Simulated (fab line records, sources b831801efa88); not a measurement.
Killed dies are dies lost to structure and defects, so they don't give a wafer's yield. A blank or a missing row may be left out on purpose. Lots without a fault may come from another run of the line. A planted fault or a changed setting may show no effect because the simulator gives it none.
Which tool did it? | flow sky130 | 12 lots, 36 wafers sampled, at 2 steps of a route of 708

WHAT THE GAUGES READ, wafer by wafer
SKY_METAL4_OVL_MEAS_14.
lot  | measured     | on         | METAL4_OVL (nm)
L184 | day 42 14:03 | overlay-01 | -3 -8 2
L187 | day 43 02:54 | overlay-02 | 0 5 -6
L189 | day 43 09:08 | overlay-02 | 3 1 0
L190 | day 43 12:54 | overlay-01 | -4 0 0
L191 | day 44 02:31 | overlay-02 | 3 4 -1
L196 | day 46 17:54 | overlay-01 | 7 4 -2
L198 | day 46 20:43 | overlay-02 | -7 -4 2
L199 | day 46 19:02 | overlay-02 | -10 0 -4
L201 | day 46 19:23 | overlay-01 | 5 6 3
L202 | day 46 22:22 | overlay-01 | 5 6 0
L203 | day 47 04:27 | overlay-01 | 0 -1 -5
L204 | day 48 03:52 | overlay-01 | 0 -1 4

WHICH TOOL RAN EACH LOT (tool, then ch and the chambers of the sampled wafers, then the start)
lot  | SKY_POLY_GATE_CVD_00
L184 | lpcvd-01 ch 0, day 14 07:17
L187 | lpcvd-01 ch 1, day 15 10:28
L189 | lpcvd-01 ch 1, day 15 21:47
L190 | lpcvd-01 ch 0, day 16 01:03
L191 | lpcvd-01 ch 1, day 16 17:13
L196 | lpcvd-01 ch 1, day 20 06:46
L198 | lpcvd-01 ch 0, day 20 06:46
L199 | lpcvd-01 ch 1, day 20 09:08
L201 | lpcvd-01 ch 0, day 20 09:08
L202 | lpcvd-01 ch 1, day 20 17:20
L203 | lpcvd-01 ch 1, day 21 07:44
L204 | lpcvd-01 ch 0, day 21 10:46
- SKY_POLY_GATE_CVD_00: deposits poly-Si, target thk 180 nm, time 720 s.

WHAT THE TOOLS THEMSELVES READ (means of the sampled wafers that have a number; where no wafer has one, the mark that the record gives instead)
SKY_POLY_GATE_CVD_00.
lot  | tool     | pressure_mtorr (mTorr) | spike_tc_lower_C (C) | zone_power_top_pct (%)
L184 | lpcvd-01 | 199.7                  | 619.5                | 20.5
L187 | lpcvd-01 | 199.9                  | 620.5                | 16.9
L189 | lpcvd-01 | 199.7                  | 619.9                | 16.8
L190 | lpcvd-01 | 200.3                  | 618.9                | 20.4
L191 | lpcvd-01 | 199.7                  | 620.8                | 16.7
L196 | lpcvd-01 | 199.8                  | 620.5                | 16.8
L198 | lpcvd-01 | 199.3                  | 618.3                | 20.2
L199 | lpcvd-01 | 200.2                  | 620.4                | 16.8
L201 | lpcvd-01 | 199.7                  | 618.3                | 20.4
L202 | lpcvd-01 | 200.2                  | 620.0                | 16.6
L203 | lpcvd-01 | 199.6                  | 620.2                | 16.7
L204 | lpcvd-01 | 200.3                  | 618.6                | 20.5

THE ANSWER, worked out from the rows above alone
Rule: what is usual is taken from the lots themselves. Put in order of their means at a reading, lots are off if they are a third of the lots or fewer, leave a main group of 4 or more, and stand apart from it by a gap of 3 or more times the standard deviation of the main group's means; of several such gaps the widest counts. A main group whose means are all the same, to the digits that the tables above print for the reading, isn't used. A lot without any number at a reading at which 4 lots or more have one is off too. The other lots that the step has rows for count as sound. The gauges are gone through in route order, then the tools' own readings, and for those a lot's mean is taken as printed above. The first step at which some lot is off is used, and at that step the reading that is off furthest; a lot without a number counts as furthest.
No lot is off at any reading shown: from this, nothing can be told.

WHAT THE SIMULATOR HAD PUT IN
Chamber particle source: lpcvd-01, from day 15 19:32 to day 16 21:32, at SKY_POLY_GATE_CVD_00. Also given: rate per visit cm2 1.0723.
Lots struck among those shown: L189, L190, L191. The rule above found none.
